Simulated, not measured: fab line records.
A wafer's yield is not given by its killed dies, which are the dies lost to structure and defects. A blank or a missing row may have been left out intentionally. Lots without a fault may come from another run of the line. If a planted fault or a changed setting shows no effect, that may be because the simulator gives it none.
fab line records | flow sfqLine
[record] lots = 14 wafers = 41 lastDay = 86
route steps=325 shown JJ@182
lots that met no fault: from a run of the same line without faults
startH: the number of hours between the record's first day and the start of the first shown wafer of the lot | waitH: hours elapsed since this lot's preceding step | " as in the row above | L1.1+2: a single row standing in for several wafers | - no value, or no start given | * or withheld: withheld | < > ~ a bound
route shown NAME@n: NAME is a module with steps in the file, n the number in the route of the first one | usual: mean/standard deviation of fault-free wafers | same: alike in all rows | chamber/n: place in a boat | sites: readings site by site | _std_site: standard deviation across them | _edge_site: the outer-site mean with the inner-site mean subtracted | radiusMm: for every site, how far away it sits from the centre of the wafer | mask NAME#n: copy n | behind: the tool/chamber that last shaped the wafer | hold: why the lot went on hold/how many hours it stayed there/how the hold came to an end | device: the n, p or np transistor that did not switch | end of line: at the end of the route, the tests of the same wafers | for a step that has no rows: nothing shown but its recipe | killed: the dies lost at the first sort to structure and to defects; this is not the yield of the wafer | map: shows each die of a wafer: x if killed, . if not, _ if none is there
set.NAME: the run value of the setting; set.NAME@STEP: its run value at that earlier step | model.NAME: the simulator's own value behind a step, which no gauge read
one table for each step of the route and one row for each wafer, over a sample of lots
services: when a tool's chamber went out of use (startH, in hours from the record's first day, below 0 if earlier), for how many hours, and the reason
[[steps]]
[step SFQ_TRILAYER_JJ_TRILAYER_DEP_SPUTTER_112]
[recipe] material = Nb basePressurePa = 1.33e-06 chamberPressurePa = 0.1333 substrateTempC = 20 targetThkNm = 170 powerW = 2000 timeS = 113.3
[usual] chamberPressurePa = 0.13327/0.00026 throttleValvePct = 29.4/0.82
// columns lot.wafer tool chamber startH waitH chamberPressurePa throttleValvePct
L760.1 pvdSputter-05 - 1113.97 0.5 0.13356 28.9
L760.2 " - " " 0.1333 29.5
L760.3 " - " " 0.13335 29.8
L764.1 pvdSputter-03 - 1128.37 0.5 0.13331 29.6
L764.2 " - " " 0.13306 28.8
L764.5 " - " " 0.13335 30.0
L765.1 pvdSputter-05 - 1134.49 0.5 0.13338 29.7
L765.3 " - " " 0.13331 28.5
L765.4 " - " " 0.13333 29.9
L766.1 pvdSputter-03 - 1139.89 0.6 0.13318 28.7
L766.3 " - " " 0.13322 30.0
L766.5 " - " " 0.13334 29.4
L767.1 pvdSputter-04 - 1140.95 0.5 0.13301 30.9
L767.4 " - " " 0.13333 30.0
L767.6 " - " " 0.13312 30.7
L768.1 pvdSputter-05 - 1150.87 0.5 0.13308 29.8
L768.3 " - " " 0.133 28.5
L768.4 " - " " 0.13331 28.6
L770.2 pvdSputter-05 - 1183.27 0.5 0.13317 28.9
L770.3 " - " " 0.13301 29.7
L770.6 " - " " 0.13382 28.9
L772.2 pvdSputter-04 - 1189.27 0.5 0.13317 31.1
L772.3 " - " " 0.13319 29.5
L772.4 " - " " 0.13325 29.8
L773.2 pvdSputter-05 - 1191.67 0.5 0.13882 29.2
L773.3 " - " " 0.13895 29.3
L773.5 " - " " 0.13889 28.2
L776.2 pvdSputter-05 - 1197.67 0.5 0.13856 27.8
L776.5 " - " " 0.13902 28.1
L777.2 pvdSputter-03 - 1198.99 0.5 0.13309 28.9
L777.4 " - " " 0.13384 28.9
L777.6 " - " " 0.13304 29.0
L778.1 pvdSputter-04 - 1200.19 0.5 0.13348 27.9
L778.2 " - " " 0.13344 29.8
L778.3 " - " " 0.13346 31.0
L782.2 pvdSputter-05 - 1270.96 0.5 0.13321 28.5
L782.4 " - " " 0.13295 29.7
L782.5 " - " " 0.13272 28.7
L783.2 pvdSputter-04 - 1380.85 0.5 0.13339 31.0
L783.3 " - " " 0.13371 27.5
L783.6 " - " " 0.13332 30.0
[[services]]
// columns tool chamber startH hours kind
pvdSputter-05 - 1167.40 5.2 repair
pvdSputter-04 - 1346.02 1.8 repair
[[key]]
[firstSign] step = SFQ_TRILAYER_JJ_TRILAYER_DEP_SPUTTER_112 reading = chamberPressurePa direction = up sigmas = 21 usual = 0.13327 struck = 0.13885
effect none on later readings
metAt SFQ_TRILAYER_JJ_TRILAYER_DEP_SPUTTER_112
struckLots L773,L776
onsetBetween 1183.27 1191.67
[fault] kind = processParameterDrift tool = pvdSputter-05 chamber = - onsetH = 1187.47 steps = SFQ_TRILAYER_JJ_TRILAYER_DEP_SPUTTER_112 channel = chamberPressurePa offset = 0.0056106 shape = step endH = 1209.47 actsIn = theseRecipesOnly stated = 0.1333
